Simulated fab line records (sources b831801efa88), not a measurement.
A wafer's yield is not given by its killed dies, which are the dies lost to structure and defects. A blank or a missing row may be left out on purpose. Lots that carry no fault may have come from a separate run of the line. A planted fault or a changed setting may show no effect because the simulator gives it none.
Which tool was responsible? | flow gf180mcu | 7 lots, 21 wafers sampled, at 3 steps of a route of 602

== WHAT THE GAUGES SHOWED, per wafer ==
GF_V5_RS_MEAS_24: a four-point-probe measurement.
lot  | measured     | on            | V5_W_RS (ohm/sq)
L246 | day 27 13:31 | film-metro-04 | 0.331 0.330 0.329
L254 | day 30 07:04 | film-metro-01 | 43.768 44.070 43.415
L257 | day 31 13:51 | film-metro-01 | 0.324 0.326 0.321
L260 | day 32 14:22 | film-metro-03 | 0.323 0.322 0.325
L263 | day 33 04:29 | film-metro-03 | 0.329 0.326 0.327
L265 | day 33 11:54 | film-metro-03 | 0.321 0.321 0.325
L267 | day 33 21:08 | film-metro-03 | 0.322 0.322 0.325

== WHAT TOOL EACH LOT RAN ON (gives the tool, then ch and the chambers of the sampled wafers, and finally the start) ==
lot  | GF_MIM_STRIP_20                      | GF_V5_CVD_23
L246 | plasma-asher-03 ch 0,1, day 25 16:44 | cvd-w-02 ch 0,1, day 27 13:24
L254 | plasma-asher-01 ch 0,1, day 28 14:29 | cvd-w-01 ch 0,1, day 30 06:57
L257 | plasma-asher-03 ch 0,1, day 29 23:49 | cvd-w-01 ch 0,1, day 31 13:43
L260 | plasma-asher-01 ch 0,1, day 31 00:49 | cvd-w-01 ch 1, day 32 14:14
L263 | plasma-asher-03 ch 0,1, day 31 15:31 | cvd-w-02 ch 0,1, day 33 04:22
L265 | plasma-asher-03 ch 0,1, day 31 23:02 | cvd-w-01 ch 0,1, day 33 11:47
L267 | plasma-asher-03 ch 0,1, day 32 10:15 | cvd-w-02 ch 0,1, day 33 21:01
- GF_MIM_STRIP_20: strips in O2/N2.
- GF_V5_CVD_23: deposits W, target thk 350 nm, time 104.9 s.

== THE ANSWER, worked out from the rows above alone ==
Rule: what is usual is taken from the lots themselves. The widest of any qualifying gaps counts: lots, ordered by their means at a reading, are off when they make up no more than a third of the lots, leave a main group of 4 or more, and stand apart from it by 3 or more times the standard deviation of that group's means. Not used: any main group whose means are identical at the precision the tables above print for the reading. Also off: a lot with no number at a reading for which 4 or more lots have one. The other lots that the step has rows for count as sound.
Off: L254, at GF_V5_RS_MEAS_24 (V5_W_RS). The main group: mean 0.325 ohm/sq, standard deviation 0.0028.
A tool fits if, at a process step before that reading, it ran every lot that is off, and no sound lot after the first of them. Those tools and the gauges at GF_V5_RS_MEAS_24 are tried in the same way. Of those tried, none fits.

== WHAT HAD BEEN PUT IN BY THE SIMULATOR ==
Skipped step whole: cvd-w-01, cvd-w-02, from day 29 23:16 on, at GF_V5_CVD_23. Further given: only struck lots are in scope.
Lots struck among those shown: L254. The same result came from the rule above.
